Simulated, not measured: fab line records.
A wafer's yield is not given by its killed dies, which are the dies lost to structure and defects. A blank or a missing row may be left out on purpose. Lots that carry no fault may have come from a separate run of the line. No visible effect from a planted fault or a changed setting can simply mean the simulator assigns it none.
fab line records -- flow sky130
[record] lots = 5, wafers = 15, last_day = 50
route steps=708 shown VIA2@520 METAL3@532
lots that met no fault: from a run of the same line without faults
start_h: hours from the record's first day to the start of the lot's first wafer shown -- wait_h: hours from the lot's prior step to this one -- " the same as in the row above -- L1.1+2: one row covering several wafers at once -- - no value present, or no start provided -- * or withheld: withheld -- < > ~ a bound
route shown NAME@n: a module of which the file shows steps, and the number in the route of the first -- usual: mean/standard deviation of fault-free wafers -- same: alike in all rows -- chamber/n: place in a boat -- sites: the reading at each site -- _std_site: their standard deviation -- _edge_site: the outer-site mean with the inner-site mean subtracted -- radius_mm: how far each site lies from the wafer's centre -- mask NAME#n: copy n -- behind: the last tool/chamber to shape the wafer -- hold: reason for holding the lot/hours on hold/outcome of the hold -- device: which transistor (n, p or np) failed to switch -- end of line: the route-end tests of the same wafers -- for a step that has no rows: nothing shown but its recipe -- killed: dies that structure and defects cost at the first sort, which is not the same as the wafer's yield -- map: shows each die of a wafer: x if killed, . if not, _ if none is there
set.NAME: the run value of the setting; set.NAME@STEP: its run value at that earlier step -- model.NAME: the simulator's own value behind a step, which no gauge read
certain route steps with their lots: each step a table, each wafer a row
services: when a tool's chamber went out of use (start_h, in hours from the record's first day, below 0 if earlier), for how many hours, and the reason
[[steps]]
[step SKY_VIA2_OVL_MEAS_13]
[usual] VIA2_OVL = -3/4.8
lot.wafer,tool,chamber,start_h,wait_h,VIA2_OVL[nm]
L084.1,overlay-02,-,939.76,0.1,-1
L084.3,overlay-02,-,939.76,0.1,4
L084.4,overlay-02,-,939.76,0.1,-3
L086.1,overlay-01,-,948.61,0.1,0
L086.3,overlay-01,-,948.61,0.1,1
L086.4,overlay-01,-,948.61,0.1,7
L093.2,overlay-02,-,990.02,0.1,-8
L093.4,overlay-02,-,990.02,0.1,-13
L093.6,overlay-02,-,990.02,0.1,-11
L094.2,overlay-01,-,994.66,0.1,4
L094.3,overlay-01,-,994.66,0.1,3
L094.4,overlay-01,-,994.66,0.1,6
L095.1,overlay-02,-,1000.80,0.1,-1
L095.2,overlay-02,-,1000.80,0.1,-2
L095.6,overlay-02,-,1000.80,0.1,1
[step SKY_VIA2_ETCH_14]
[recipe] chemistry = N2/H2, target = BARC, ion_energy_ev = 200, source_w = 500, bias_w = 100, pressure_mtorr = 30, n2_flow_sccm = 100, h2_flow_sccm = 200, stop_on = SiO2, time_s = 45.9, target_depth_a = 600
[usual] chamber_pressure_mTorr = 30.000/0.028, drypump_motor_current_A = 5.4/0.44, oes_product_au = 0.854/0.0046, throttle_valve_pct = 13.224/0.0091
lot.wafer,tool,chamber,start_h,wait_h,chamber_pressure_mTorr,drypump_motor_current_A,oes_product_au,rf_hours_counter_h,throttle_valve_pct
L084.1,rie_diel-03,3,939.80,0.0,29.969,5.1,0.849,9,13.228
L084.3,rie_diel-03,0,939.80,0.0,30.025,5.8,0.849,15,13.236
L084.4,rie_diel-03,2,939.80,0.0,30.017,4.8,0.856,17,13.226
L086.1,rie_diel-02,0,948.65,0.0,30.004,5.9,0.854,11,13.215
L086.3,rie_diel-02,1,948.65,0.0,30.001,5.2,0.855,4,13.227
L086.4,rie_diel-02,2,948.65,0.0,29.936,6.4,0.858,3,13.229
L093.2,rie_diel-03,3,990.05,0.0,29.970,5.1,0.849,10,13.229
L093.4,rie_diel-03,0,990.05,0.0,30.013,5.8,0.852,17,13.219
L093.6,rie_diel-03,0,990.05,0.0,30.001,5.8,0.850,-,13.229
L094.2,rie_diel-01,2,994.69,0.0,29.979,4.8,0.852,5,13.211
L094.3,rie_diel-01,3,994.69,0.0,29.981,5.5,0.854,11,13.223
L094.4,rie_diel-01,2,994.69,0.0,30.008,4.8,0.860,-,13.242
L095.1,rie_diel-01,2,1000.83,0.0,29.971,4.8,0.855,5,13.238
L095.2,rie_diel-01,0,1000.83,0.0,29.965,5.8,0.853,3,13.223
L095.6,rie_diel-01,1,1000.83,0.0,30.021,5.6,0.852,-,13.225
[step SKY_VIA2_ETCH_15]
[recipe] target = SiO2, chemistry = C4F8/O2/Ar, target_depth_nm = 546, stop_on = TiN, mask_material = KrF-thick, source_w = 1500, bias_w = 1200, pressure_mtorr = 40, c4f8_flow_sccm = withheld, O2_flow_sccm = 6, Ar_flow_sccm = 300, time_s = 84
[usual] chamber_pressure_mTorr = 40.00/0.036, oes_product_au = 0.939/0.0047
lot.wafer,tool,chamber,start_h,wait_h,chamber_pressure_mTorr,oes_product_au,rf_hours_counter_h
L084.1,rie_diel-03,3,939.84,0.0,40.02,0.935,9
L084.3,rie_diel-03,0,939.84,0.0,40.05,0.937,15
L084.4,rie_diel-03,2,939.84,0.0,40.01,0.930,17
L086.1,rie_diel-02,0,948.69,0.0,40.00,0.940,11
L086.3,rie_diel-02,1,948.69,0.0,39.92,0.937,4
L086.4,rie_diel-02,2,948.69,0.0,40.02,0.926,3
L093.2,rie_diel-03,3,990.09,0.0,39.99,0.936,10
L093.4,rie_diel-03,0,990.09,0.0,40.06,0.941,17
L093.6,rie_diel-03,0,990.09,0.0,40.06,0.933,-
L094.2,rie_diel-01,2,994.73,0.0,40.03,0.933,5
L094.3,rie_diel-01,3,994.73,0.0,40.03,0.936,11
L094.4,rie_diel-01,2,994.73,0.0,39.97,0.943,-
L095.1,rie_diel-01,2,1000.88,0.0,39.94,0.933,5
L095.2,rie_diel-01,0,1000.88,0.0,40.03,0.938,3
L095.6,rie_diel-01,1,1000.88,0.0,40.01,0.942,-
[step SKY_VIA2_STRIP_16]
[recipe] chemistry = O2/N2, power_w = 1400, pressure_mtorr = 1500, platen_temp_c = withheld, o2_flow_sccm = 3000, n2_flow_sccm = 300, overash_fraction = 0.5
[usual] chamber_pressure_mTorr = 1500.0/1.3, drypump_motor_current_A = 5.7/0.57, oes_product_au = 0.399/0.0048, strip_time_to_endpoint_s = 4.038/0.025
lot.wafer,tool,chamber,start_h,wait_h,chamber_pressure_mTorr,drypump_motor_current_A,oes_product_au,rf_hours_counter_h,strip_time_to_endpoint_s
L084.1,plasma_asher-04,0,939.91,0.0,1502.3,5.9,0.389,114,4.060
L084.3,plasma_asher-04,0,939.91,0.0,1500.3,5.9,0.392,-,4.015
L084.4,plasma_asher-04,1,939.91,0.0,1499.2,4.9,0.399,-,4.032
L086.1,plasma_asher-02,1,948.76,0.0,1499.3,5.4,0.397,49,4.039
L086.3,plasma_asher-02,0,948.76,0.0,1498.3,6.3,0.399,-,4.033
L086.4,plasma_asher-02,1,948.76,0.0,1500.4,5.4,0.398,-,4.011
L093.2,plasma_asher-02,0,990.16,0.0,1498.4,6.3,0.403,52,4.037
L093.4,plasma_asher-02,1,990.16,0.0,1499.1,5.4,0.404,-,4.037
L093.6,plasma_asher-02,1,990.16,0.0,1502.0,5.4,0.403,-,4.035
L094.2,plasma_asher-04,1,994.80,0.0,1499.0,5.0,0.396,120,4.019
L094.3,plasma_asher-04,0,994.80,0.0,1500.1,5.9,0.395,-,4.028
L094.4,plasma_asher-04,1,994.80,0.0,1499.6,5.0,0.406,-,4.016
L095.1,plasma_asher-04,0,1000.94,0.0,1500.6,5.9,0.401,121,4.034
L095.2,plasma_asher-04,1,1000.94,0.0,1500.0,4.9,0.394,121,4.050
L095.6,plasma_asher-04,1,1000.94,0.0,1500.1,4.9,0.405,-,4.023
[step SKY_VIA2_STRIP_17]
[recipe] chemistry = post_etch_residue_remover, time_s = 1200, temp_c = 72.5
lot.wafer,tool,chamber,start_h,wait_h
L084.1+3+4,wet_bench-04,1,940.01,0.1
L086.1+3+4,wet_bench-02,3,948.86,0.1
L093.2+4+6,wet_bench-02,0,990.26,0.1
L094.2+3+4,wet_bench-02,3,994.90,0.1
L095.1+2+6,wet_bench-04,1,1001.04,0.1
[step SKY_VIA2_CLEAN_18]
[recipe] chemistry = IPA, time_s = 180, temp_c = 25
lot.wafer,tool,chamber,start_h,wait_h
L084.1+3+4,wet_bench-02,2,940.35,0.0
L086.1+3+4,wet_bench-02,1,949.20,0.0
L093.2+4+6,wet_bench-04,2,990.60,0.0
L094.2+3+4,wet_bench-01,1,995.24,0.0
L095.1+2+6,wet_bench-01,3,1001.38,0.0
[step SKY_VIA2_CLEAN_19]
[recipe] chemistry = O3/DIW, dry = n2_spin
lot.wafer,tool,chamber,start_h,wait_h
L084.1+3+4,wet_bench-01,2,940.41,0.0
L086.1+3+4,wet_bench-01,1,949.26,0.0
L093.2+4+6,wet_bench-01,2,990.66,0.0
L094.2+3+4,wet_bench-04,1,995.37,0.0
L095.1+2+6,wet_bench-02,1,1001.50,0.0
[step SKY_VIA2_SPUTTER_20]
[recipe] material = TiN, target_thk_nm = 20, chamber_pressure_pa = 5, power_w = 4000, time_s = 80
[usual] throttle_valve_pct = 29.9/0.82
lot.wafer,tool,chamber,start_h,wait_h,throttle_valve_pct
L084.1,pvd_sputter-04,-,940.50,0.0,30.0
L084.3,pvd_sputter-04,-,940.50,0.0,28.3
L084.4,pvd_sputter-04,-,940.50,0.0,30.8
L086.1,pvd_sputter-01,-,949.35,0.0,30.0
L086.3,pvd_sputter-01,-,949.35,0.0,30.3
L086.4,pvd_sputter-01,-,949.35,0.0,29.6
L093.2,pvd_sputter-04,-,990.84,0.0,30.9
L093.4,pvd_sputter-04,-,990.84,0.0,28.3
L093.6,pvd_sputter-04,-,990.84,0.0,31.2
L094.2,pvd_sputter-01,-,995.46,0.0,29.7
L094.3,pvd_sputter-01,-,995.46,0.0,30.1
L094.4,pvd_sputter-01,-,995.46,0.0,29.7
L095.1,pvd_sputter-01,-,1001.59,0.0,30.1
L095.2,pvd_sputter-01,-,1001.59,0.0,29.0
L095.6,pvd_sputter-01,-,1001.59,0.0,29.7
[step SKY_VIA2_CVD_21]
[recipe] material = W, target_thk_nm = 420, time_s = 126.4, temp_c = 397.2, pressure_torr = 40
[usual] chamber_pressure_Torr = 40.01/0.1, heater_power_w = 872/59
lot.wafer,tool,chamber,start_h,wait_h,chamber_pressure_Torr,heater_power_w
L084.1,cvd_w-01,1,940.56,0.0,39.96,882
L084.3,cvd_w-01,1,940.56,0.0,39.89,899
L084.4,cvd_w-01,0,940.56,0.0,40.25,940
L086.1,cvd_w-01,0,949.41,0.0,40.06,976
L086.3,cvd_w-01,0,949.41,0.0,39.96,958
L086.4,cvd_w-01,1,949.41,0.0,40.12,876
L093.2,cvd_w-02,1,990.90,0.0,40.00,799
L093.4,cvd_w-02,1,990.90,0.0,40.01,794
L093.6,cvd_w-02,1,990.90,0.0,40.02,826
L094.2,cvd_w-02,0,995.52,0.0,40.05,806
L094.3,cvd_w-02,1,995.52,0.0,40.02,804
L094.4,cvd_w-02,0,995.52,0.0,40.00,826
L095.1,cvd_w-02,1,1001.65,0.0,39.93,818
L095.2,cvd_w-02,0,1001.65,0.0,40.01,814
L095.6,cvd_w-02,1,1001.65,0.0,39.86,837
[step SKY_VIA2_RS_MEAS_22]
[recipe] thk_meas_gauge = four-point-probe, reads = W_of_VIA2_CVD_21+TiN_of_VIA2_SPUTTER_20
[usual] VIA2_W_RS = 0.287/0.0032
lot.wafer,tool,chamber,start_h,wait_h,VIA2_W_RS[ohm/sq]
L084.1,film_metro-01,-,940.69,0.1,0.285
L084.3,film_metro-01,-,940.69,0.1,0.289
L084.4,film_metro-01,-,940.69,0.1,0.288
L086.1,film_metro-03,-,949.54,0.1,0.292
L086.3,film_metro-03,-,949.54,0.1,0.292
L086.4,film_metro-03,-,949.54,0.1,0.291
L093.2,film_metro-01,-,991.05,0.1,0.285
L093.4,film_metro-01,-,991.05,0.1,0.286
L093.6,film_metro-01,-,991.05,0.1,0.287
L094.2,film_metro-01,-,995.67,0.1,0.292
L094.3,film_metro-01,-,995.67,0.1,0.289
L094.4,film_metro-01,-,995.67,0.1,0.292
L095.1,film_metro-03,-,1001.78,0.1,0.287
L095.2,film_metro-03,-,1001.78,0.1,0.288
L095.6,film_metro-03,-,1001.78,0.1,0.287
[step SKY_VIA2_THK_MEAS_23]
[recipe] thk_meas_gauge = xrf, reads = W_of_VIA2_CVD_21
[usual] VIA2_W_THK = 391/6.3
lot.wafer,tool,chamber,start_h,wait_h,VIA2_W_THK[nm]
L084.1,film_metro-01,-,940.81,0.1,393
L084.3,film_metro-01,-,940.81,0.1,388
L084.4,film_metro-01,-,940.81,0.1,387
L086.1,film_metro-03,-,949.66,0.1,383
L086.3,film_metro-03,-,949.66,0.1,385
L086.4,film_metro-03,-,949.66,0.1,384
L093.2,film_metro-01,-,991.16,0.1,394
L093.4,film_metro-01,-,991.16,0.1,393
L093.6,film_metro-01,-,991.16,0.1,391
L094.2,film_metro-01,-,995.78,0.1,384
L094.3,film_metro-01,-,995.78,0.1,388
L094.4,film_metro-01,-,995.78,0.1,387
L095.1,film_metro-03,-,1001.90,0.1,390
L095.2,film_metro-03,-,1001.90,0.1,386
L095.6,film_metro-03,-,1001.90,0.1,389
[step SKY_VIA2_CMP_24]
[recipe] stop_on = SiO2, t_overpolish_s = 20, down_force_psi = 3.5, platen_rpm = 60, target_thk_nm = 0, pad_velocity_m_s = 0.94248
[usual] motor_current_A = 11.2/0.9, overpolish_run_s = 20.000/0.0088, time_to_endpoint_s = 97/3.3
[same] t_overpolish_s = 20
lot.wafer,tool,chamber,start_h,wait_h,motor_current_A,overpolish_run_s,time_to_endpoint_s
L084.1,cmp-02,2,940.92,0.1,12.7,19.990,98
L084.3,cmp-02,3,940.92,0.1,11.1,19.990,103
L084.4,cmp-02,0,940.92,0.1,11.3,20.009,97
L086.1,cmp-01,1,949.90,0.2,10.7,19.989,93
L086.4,cmp-01,3,949.90,0.2,10.0,19.991,100
L086.3,cmp-01,0,949.90,0.2,9.7,20.001,99
L093.2,cmp-01,0,991.21,0.0,9.8,19.993,100
L093.4,cmp-01,3,991.21,0.0,10.1,20.001,100
L093.6,cmp-01,0,991.21,0.0,9.8,20.002,99
L094.3,cmp-02,1,995.83,0.0,11.1,20.019,93
L094.4,cmp-02,2,995.83,0.0,12.1,20.006,95
L094.2,cmp-02,3,995.83,0.0,11.6,19.983,95
L095.2,cmp-01,1,1001.96,0.0,10.8,19.997,95
L095.1,cmp-01,0,1001.96,0.0,9.9,19.985,100
L095.6,cmp-01,2,1001.96,0.0,11.6,19.997,100
[step SKY_METAL3_SPUTTER_00]
[recipe] material = Ti, target_thk_nm = 15, power_w = 3000, time_s = 10, chamber_pressure_pa = 0.4
[usual] throttle_valve_pct = 29.8/0.91
lot.wafer,tool,chamber,start_h,wait_h,throttle_valve_pct
L084.1,pvd_sputter-02,-,941.17,0.2,29.8
L084.3,pvd_sputter-02,-,941.17,0.2,29.0
L084.4,pvd_sputter-02,-,941.17,0.2,29.4
L086.1,pvd_sputter-04,-,950.20,0.2,30.2
L086.3,pvd_sputter-04,-,950.20,0.2,28.4
L086.4,pvd_sputter-04,-,950.20,0.2,31.0
L093.2,pvd_sputter-01,-,991.51,0.2,30.3
L093.4,pvd_sputter-01,-,991.51,0.2,29.1
L093.6,pvd_sputter-01,-,991.51,0.2,30.1
L094.2,pvd_sputter-04,-,996.13,0.1,28.1
L094.3,pvd_sputter-04,-,996.13,0.1,30.1
L094.4,pvd_sputter-04,-,996.13,0.1,30.9
L095.1,pvd_sputter-04,-,1002.26,0.1,29.9
L095.2,pvd_sputter-04,-,1002.26,0.1,31.1
L095.6,pvd_sputter-04,-,1002.26,0.1,28.2
[[services]]
tool,chamber,start_h,hours,kind
cmp-01,-,916.27,-,consumable_replace:conditioner
cmp-01,-,916.27,-,consumable_replace:pad
cmp-01,-,916.27,3.3,pm
rie_diel-02,-,917.08,1.1,repair
rie_diel-01,-,917.74,29.6,repair
cvd_w-02,0,918.00,-,clean
cvd_w-01,-,921.03,6.9,pm
cmp-02,-,930.40,5.5,repair
cmp-02,-,935.95,4.3,pm
pvd_sputter-01,1,940.25,-,consumable_replace:kit
pvd_sputter-01,1,940.25,18.0,scheduled_down
pvd_sputter-01,1,940.25,18.0,vent_cycle
rie_diel-03,3,948.94,1.9,repair
wet_bench-01,-,953.65,1.9,pm
rie_diel-03,3,961.84,12.6,repair
cmp-01,-,966.92,16.3,repair
plasma_asher-02,-,967.12,12.5,repair
cvd_w-01,1,970.67,17.4,repair
pvd_sputter-01,-,974.42,0.8,repair
rie_diel-01,1,977.12,9.7,repair
plasma_asher-02,-,979.59,2.8,pm
rie_diel-01,0,991.57,5.4,repair
cmp-01,-,996.51,3.8,pm
cmp-02,-,1000.46,11.7,pm
[[key]]
fault none
